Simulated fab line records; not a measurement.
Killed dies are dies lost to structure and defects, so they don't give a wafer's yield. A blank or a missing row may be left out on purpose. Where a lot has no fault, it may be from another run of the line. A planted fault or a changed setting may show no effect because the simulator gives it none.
fab line records	flow sky130
record: lots: 10	wafers: 30	lastDay: 50
route steps=708 shown LDD_LDN@296 LOCAL_INTERCONNECT@387 VIA1@461 METAL2@484
lots that met no fault: from a run of the same line without faults
startH: hours from the record's first day to the start of the lot's first wafer shown	waitH: hours since the lot's step before	" same as the row above	L1.1+2: a single row standing in for several wafers	- value missing, or start not given	* or withheld: withheld	< > ~ a bound
route shown NAME@n: a module of which the file shows steps, and the number in the route of the first	usual: mean and standard deviation over wafers with no fault	same: alike in all rows	chamber/n: place in a boat	sites: the reading at each site	_std_site: standard deviation of those values	_edge_site: mean of outer sites minus mean of inner sites	radiusMm: for every site, how far away it sits from the centre of the wafer	mask NAME#n: copy n	behind: the last tool/chamber to shape the wafer	hold: the reason the lot was held/the length of the hold in hours/how it ended	device: the transistor (n, p or np) that didn't switch	end of line: the tests these same wafers got at the end of their route	where a step has no rows: the recipe by itself	killed: at the first sort, the dies lost to defects and structure; wafer yield is something else	map: the dies of a wafer, with x for killed, . for not killed, _ for no die there
set.NAME: setting as actually run; set.NAME@STEP: the setting as run at that earlier step	model.NAME: the simulator's own value behind a step, which no gauge read
a sample of lots followed through the steps of the route, with each step as a table and each wafer as a row
services: when a tool's chamber went out of use (startH, in hours from the record's first day, below 0 if earlier), for how many hours, and the reason
== steps ==
step: SKY_LDD_LDN_OVL_MEAS_07
usual: LDD_LDN_OVL: 0.5/1.2
lot.wafer	tool	chamber	startH	waitH	LDD_LDN_OVL[nm]
L567.1	overlay-01	-	540.69	0.1	2.6
L567.5	"	-	"	"	3.1
L567.6	"	-	"	"	3.2
L570.1	overlay-01	-	567.95	0.1	-0.7
L570.2	"	-	"	"	0.7
L570.6	"	-	"	"	-0.7
L572.2	overlay-01	-	577.14	0.1	1.3
L572.3	"	-	"	"	2.1
L572.4	"	-	"	"	1.4
L577.1	overlay-02	-	632.28	0.1	0.6
L577.2	"	-	"	"	1.3
L577.6	"	-	"	"	-1.0
L581.4	overlay-02	-	677.72	0.1	0.4
L581.5	"	-	"	"	-0.1
L581.6	"	-	"	"	0.9
L580.2	overlay-01	-	677.73	0.1	-1.3
L580.4	"	-	"	"	-0.3
L580.5	"	-	"	"	0.9
L584.2	overlay-01	-	682.98	0.1	1.2
L584.3	"	-	"	"	1.2
L584.4	"	-	"	"	0.3
L585.1	overlay-01	-	697.30	0.1	0.6
L585.3	"	-	"	"	0.6
L585.6	"	-	"	"	-0.2
L587.1	overlay-01	-	727.49	0.1	-0.5
L587.4	"	-	"	"	-0.2
L587.5	"	-	"	"	-1.1
L588.1	overlay-02	-	728.89	0.1	2.4
L588.2	"	-	"	"	1.6
L588.5	"	-	"	"	0.1
step: SKY_LOCAL_INTERCONNECT_SPUTTER_00
recipe: material: TiN	targetThkNm: 100	tempC: 300	powerW: 6500	timeS: 83.3	chamberPressurePa: 0.4
usual: substrateTempC: 300.02/0.21	susceptorTempC: 299.96/0.17	throttleValvePct: 30.5/1.1
lot.wafer	tool	chamber	startH	waitH	substrateTempC	susceptorTempC	throttleValvePct
L567.1	pvdSputter-01	-	701.57	0.2	299.89	299.85	31.3
L567.5	"	-	"	"	299.83	299.88	30.4
L567.6	"	-	"	"	299.91	299.73	30.5
L570.1	pvdSputter-02	-	715.71	0.1	300.16	299.75	29.4
L570.2	"	-	"	"	300.12	299.96	30.4
L570.6	"	-	"	"	300.24	299.83	31.5
L572.2	pvdSputter-02	-	725.52	0.1	300.06	300.04	30.0
L572.3	"	-	"	"	299.70	299.77	29.3
L572.4	"	-	"	"	299.78	299.71	31.7
L577.1	pvdSputter-02	-	775.91	0.2	300.12	300.04	31.9
L577.2	"	-	"	"	300.08	299.67	30.0
L577.6	"	-	"	"	300.21	299.69	30.3
L581.4	pvdSputter-02	-	820.61	0.2	299.83	300.17	31.8
L581.5	"	-	"	"	300.02	299.78	29.5
L581.6	"	-	"	"	299.94	299.98	31.8
L580.2	pvdSputter-02	-	822.34	0.1	299.88	299.83	29.2
L580.4	"	-	"	"	300.00	299.96	32.0
L580.5	"	-	"	"	299.87	300.01	29.2
L584.2	pvdSputter-03	-	826.24	0.2	299.76	299.99	29.3
L584.3	"	-	"	"	299.98	299.70	29.2
L584.4	"	-	"	"	300.19	299.96	29.5
L585.1	pvdSputter-01	-	838.68	0.1	300.04	299.67	30.1
L585.3	"	-	"	"	299.98	300.24	32.6
L585.6	"	-	"	"	300.41	300.02	31.3
L587.1	pvdSputter-01	-	867.28	0.1	299.83	300.00	30.2
L587.4	"	-	"	"	299.97	300.04	30.5
L587.5	"	-	"	"	300.08	299.86	30.7
L588.1	pvdSputter-03	-	869.03	0.1	299.90	299.60	29.3
L588.2	"	-	"	"	299.91	300.45	31.1
L588.5	"	-	"	"	300.09	299.60	29.2
step: SKY_LOCAL_INTERCONNECT_RS_MEAS_01
recipe: thkMeasGauge: four-point-probe	reads: TiN_of_LOCAL_INTERCONNECT_SPUTTER_00
usual: LOCAL_INTERCONNECT_TIN_RS: 14.18/0.13
lot.wafer	tool	chamber	startH	waitH	LOCAL_INTERCONNECT_TIN_RS[ohm/sq]
L567.1	filmMetro-01	-	701.63	0.0	14.38
L567.5	"	-	"	"	14.36
L567.6	"	-	"	"	14.36
L570.1	filmMetro-01	-	715.77	0.0	14.35
L570.2	"	-	"	"	14.11
L570.6	"	-	"	"	14.23
L572.2	filmMetro-02	-	725.61	0.1	14.23
L572.3	"	-	"	"	14.38
L572.4	"	-	"	"	14.41
L577.1	filmMetro-04	-	775.97	0.0	14.22
L577.2	"	-	"	"	14.19
L577.6	"	-	"	"	14.15
L581.4	filmMetro-04	-	820.73	0.1	13.76
L581.5	"	-	"	"	13.81
L581.6	"	-	"	"	13.74
L580.2	filmMetro-02	-	822.43	0.1	13.51
L580.4	"	-	"	"	13.53
L580.5	"	-	"	"	13.52
L584.2	filmMetro-02	-	826.33	0.1	13.92
L584.3	"	-	"	"	14.02
L584.4	"	-	"	"	13.93
L585.1	filmMetro-04	-	838.75	0.0	13.92
L585.3	"	-	"	"	13.77
L585.6	"	-	"	"	13.92
L587.1	filmMetro-01	-	867.34	0.0	14.13
L587.4	"	-	"	"	14.18
L587.5	"	-	"	"	14.19
L588.1	filmMetro-02	-	869.09	0.0	14.17
L588.2	"	-	"	"	14.30
L588.5	"	-	"	"	14.13
step: SKY_LOCAL_INTERCONNECT_THK_MEAS_02
recipe: thkMeasGauge: xrf	reads: TiN_of_LOCAL_INTERCONNECT_SPUTTER_00
usual: LOCAL_INTERCONNECT_TIN_THK: 99.2/1
lot.wafer	tool	chamber	startH	waitH	LOCAL_INTERCONNECT_TIN_THK[nm]
L567.1	filmMetro-01	-	701.75	0.1	97.9
L567.5	"	-	"	"	98.1
L567.6	"	-	"	"	97.7
L570.1	filmMetro-01	-	715.89	0.1	98.3
L570.2	"	-	"	"	99.2
L570.6	"	-	"	"	99.3
L572.2	filmMetro-02	-	725.72	0.1	99.0
L572.3	"	-	"	"	97.9
L572.4	"	-	"	"	97.5
L577.1	filmMetro-04	-	776.09	0.1	98.2
L577.2	"	-	"	"	98.7
L577.6	"	-	"	"	98.8
L581.4	filmMetro-04	-	820.82	0.1	101.3
L581.5	"	-	"	"	101.7
L581.6	"	-	"	"	102.2
L580.2	filmMetro-02	-	822.54	0.1	104.4
L580.4	"	-	"	"	104.3
L580.5	"	-	"	"	104.5
L584.2	filmMetro-02	-	826.44	0.1	101.3
L584.3	"	-	"	"	101.0
L584.4	"	-	"	"	101.2
L585.1	filmMetro-04	-	838.87	0.1	100.9
L585.3	"	-	"	"	101.8
L585.6	"	-	"	"	101.5
L587.1	filmMetro-01	-	867.46	0.1	99.2
L587.4	"	-	"	"	98.5
L587.5	"	-	"	"	98.6
L588.1	filmMetro-02	-	869.21	0.1	99.7
L588.2	"	-	"	"	98.7
L588.5	"	-	"	"	99.7
step: SKY_LOCAL_INTERCONNECT_METAL_ETCH_14
recipe: targetDepthNm: 110	stopOn: PSG	chemistry: Cl2/BCl3	target: TiN	resistSidewallDeg: 88	pressureMtorr: 10	icpW: 900	biasW: 48.5	Cl2_flow_sccm: 60	bcl3FlowSccm: 30	timeS: 31.4
usual: biasW: 48.50/0.16	drypumpMotorCurrentA: 5.7/0.35	oesProductAu: 0.938/0.0068	throttleValvePct: 21.902/0.01
lot.wafer	tool	chamber	startH	waitH	biasW	drypumpMotorCurrentA	oesProductAu	rfHoursCounterH	throttleValvePct
L567.1	rieMetal-03	1	730.06	0.0	48.50	5.4	0.933	2	21.909
L567.5	"	1	"	"	48.51	5.4	0.924	-	21.924
L567.6	"	0	"	"	48.51	6.0	0.927	-	21.912
L570.1	rieMetal-03	1	743.62	0.1	48.43	5.4	0.929	3	21.911
L570.2	"	0	"	"	48.65	6.0	0.941	11	21.898
L570.6	"	0	"	"	48.63	6.0	0.941	-	21.906
L572.2	rieMetal-01	0	753.50	0.0	48.65	6.0	0.939	3	21.904
L572.3	"	1	"	"	48.26	5.8	0.924	-	21.899
L572.4	"	0	"	"	48.41	5.9	0.934	-	21.925
L577.1	rieMetal-02	1	802.11	0.0	48.51	6.0	0.930	10	21.909
L577.2	"	0	"	"	48.48	5.1	0.936	14	21.910
L577.6	"	0	"	"	48.60	5.1	0.946	-	21.895
L581.4	rieMetal-02	1	847.93	0.0	48.54	5.9	0.952	-	21.898
L581.5	"	1	"	"	48.67	5.9	0.944	-	21.899
L581.6	"	0	"	"	48.53	5.1	0.962	-	21.893
L580.2	rieMetal-03	1	849.85	0.0	48.53	5.4	0.964	6	21.876
L580.4	"	1	"	"	48.43	5.4	0.962	-	21.881
L580.5	"	0	"	"	48.51	6.0	0.969	-	21.895
L584.2	rieMetal-01	0	852.76	0.0	48.78	5.9	0.948	8	21.906
L584.3	"	0	"	"	49.01	5.9	0.945	-	21.901
L584.4	"	1	"	"	48.47	5.8	0.956	-	21.890
L585.1	rieMetal-03	0	866.05	0.0	48.51	6.0	0.943	15	21.885
L585.3	"	0	"	"	48.54	5.9	0.957	-	21.882
L585.6	"	0	"	"	48.32	5.9	0.952	-	21.887
L587.1	rieMetal-03	0	893.55	0.0	48.42	6.0	0.939	0	21.903
L587.4	"	0	"	"	48.29	6.0	0.941	-	21.896
L587.5	"	0	"	"	48.60	6.0	0.934	-	21.893
L588.1	rieMetal-02	1	895.66	0.0	48.54	6.0	0.932	14	21.889
L588.2	"	0	"	"	48.62	5.1	0.940	17	21.909
L588.5	"	1	"	"	48.79	6.0	0.935	-	21.897
step: SKY_VIA1_BOW_MEAS_03
recipe: mode: bow
usual: VIA1_BOW: 79/7.4
lot.wafer	tool	chamber	startH	waitH	VIA1_BOW[um]
L567.1	filmMetro-04	-	789.08	0.2	76
L567.5	"	-	"	"	74
L567.6	"	-	"	"	90
L570.1	filmMetro-04	-	802.01	0.2	72
L570.2	"	-	"	"	77
L570.6	"	-	"	"	78
L572.2	filmMetro-04	-	811.12	0.2	85
L572.3	"	-	"	"	84
L572.4	"	-	"	"	81
L577.1	filmMetro-02	-	859.72	0.2	80
L577.2	"	-	"	"	87
L577.6	"	-	"	"	82
L581.4	filmMetro-03	-	905.01	0.2	81
L581.5	"	-	"	"	73
L581.6	"	-	"	"	80
L580.2	filmMetro-02	-	906.53	0.2	83
L580.4	"	-	"	"	84
L580.5	"	-	"	"	83
L584.2	filmMetro-02	-	909.00	0.3	82
L584.3	"	-	"	"	74
L584.4	"	-	"	"	80
L585.1	filmMetro-03	-	920.99	0.2	77
L585.3	"	-	"	"	60
L585.6	"	-	"	"	69
L587.1	filmMetro-03	-	946.94	0.1	79
L587.4	"	-	"	"	72
L587.5	"	-	"	"	98
L588.1	filmMetro-03	-	949.86	0.1	79
L588.2	"	-	"	"	72
L588.5	"	-	"	"	73
step: SKY_METAL2_SPUTTER_01
recipe: material: TiN	targetThkNm: 20	powerW: 6500	timeS: 16.7	chamberPressurePa: 0.4
usual: throttleValvePct: 30.5/1.1
lot.wafer	tool	chamber	startH	waitH	throttleValvePct
L567.1	pvdSputter-02	-	817.09	0.0	31.5
L567.5	"	-	"	"	32.2
L567.6	"	-	"	"	29.3
L570.1	pvdSputter-03	-	829.50	0.0	31.1
L570.2	"	-	"	"	29.5
L570.6	"	-	"	"	29.3
L572.2	pvdSputter-02	-	839.72	0.0	32.1
L572.3	"	-	"	"	31.6
L572.4	"	-	"	"	30.1
L577.1	pvdSputter-02	-	887.41	0.0	31.6
L577.2	"	-	"	"	30.2
L577.6	"	-	"	"	31.5
L581.4	pvdSputter-01	-	931.53	0.0	30.7
L581.5	"	-	"	"	30.7
L581.6	"	-	"	"	32.2
L580.2	pvdSputter-01	-	933.12	0.0	30.5
L580.4	"	-	"	"	31.5
L580.5	"	-	"	"	30.7
L584.2	pvdSputter-02	-	935.43	0.0	30.0
L584.3	"	-	"	"	31.9
L584.4	"	-	"	"	29.5
L585.1	pvdSputter-02	-	946.13	0.0	31.3
L585.3	"	-	"	"	30.2
L585.6	"	-	"	"	31.3
L587.1	pvdSputter-03	-	972.05	0.0	29.1
L587.4	"	-	"	"	29.3
L587.5	"	-	"	"	29.5
L588.1	pvdSputter-02	-	975.81	0.0	29.4
L588.2	"	-	"	"	31.9
L588.5	"	-	"	"	31.5
== services ==
tool	chamber	startH	hours	kind
rieMetal-02	1	686.65	5.3	repair
pvdSputter-02	3	699.74	-	consumableReplace:kit
pvdSputter-02	3	699.74	18.0	scheduledDown
pvdSputter-02	3	699.74	18.0	ventCycle
pvdSputter-01	2	707.06	-	consumableReplace:kit
pvdSputter-01	2	707.06	18.0	scheduledDown
pvdSputter-01	2	707.06	18.0	ventCycle
pvdSputter-03	-	714.41	1.3	repair
pvdSputter-03	-	716.47	3.3	repair
rieMetal-03	1	742.31	1.0	repair
rieMetal-02	1	785.09	10.1	repair
rieMetal-03	-	788.47	15.6	pm
pvdSputter-02	-	803.55	0.5	repair
rieMetal-01	1	817.35	4.6	repair
pvdSputter-02	2	847.13	-	consumableReplace:kit
pvdSputter-02	2	847.13	18.0	scheduledDown
pvdSputter-02	2	847.13	18.0	ventCycle
rieMetal-03	0	873.42	-	clean
rieMetal-03	0	873.42	15.8	scheduledDown
rieMetal-01	-	921.33	2.8	pm
rieMetal-01	0	934.17	15.7	repair
rieMetal-02	-	960.59	2.8	pm
pvdSputter-02	-	961.41	1.0	repair
rieMetal-03	-	974.99	3.4	repair
== key ==
firstSign: step: SKY_LOCAL_INTERCONNECT_RS_MEAS_01	reading: LOCAL_INTERCONNECT_TIN_RS	direction: down	sigmas: 4.2	usual: 14.18	struck: 13.65
effect: step: SKY_LOCAL_INTERCONNECT_THK_MEAS_02	reading: LOCAL_INTERCONNECT_TIN_THK	direction: up	sigmas: 3.9	usual: 99.2	struck: 103.1
effect: step: SKY_LOCAL_INTERCONNECT_METAL_ETCH_14	reading: oesProductAu	direction: up	sigmas: 3	usual: 0.938	struck: 0.959
metAt SKY_LOCAL_INTERCONNECT_SPUTTER_00
struckLots L580,L581
testerLeftOut L580,L581
notActingAt SKY_LDD_LDN_OVL_MEAS_07,SKY_VIA1_BOW_MEAS_03,SKY_METAL2_SPUTTER_01
onsetBetween 775.91 820.61
fault: kind: processParameterDrift	tool: pvdSputter-02	chamber: -	onsetH: 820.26	steps: SKY_LOCAL_INTERCONNECT_SPUTTER_00	channel: timeS	offset: *	shape: step	endH: 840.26	actsIn: *	stated: *
testerLeftOut: of these lots the tester's yield and bins aren't shown, on N5 and GAA mostly nor the transistor test; their killed dies are dies lost to structure and defects alone, not to doping, threshold or leakage, so they don't give the yield
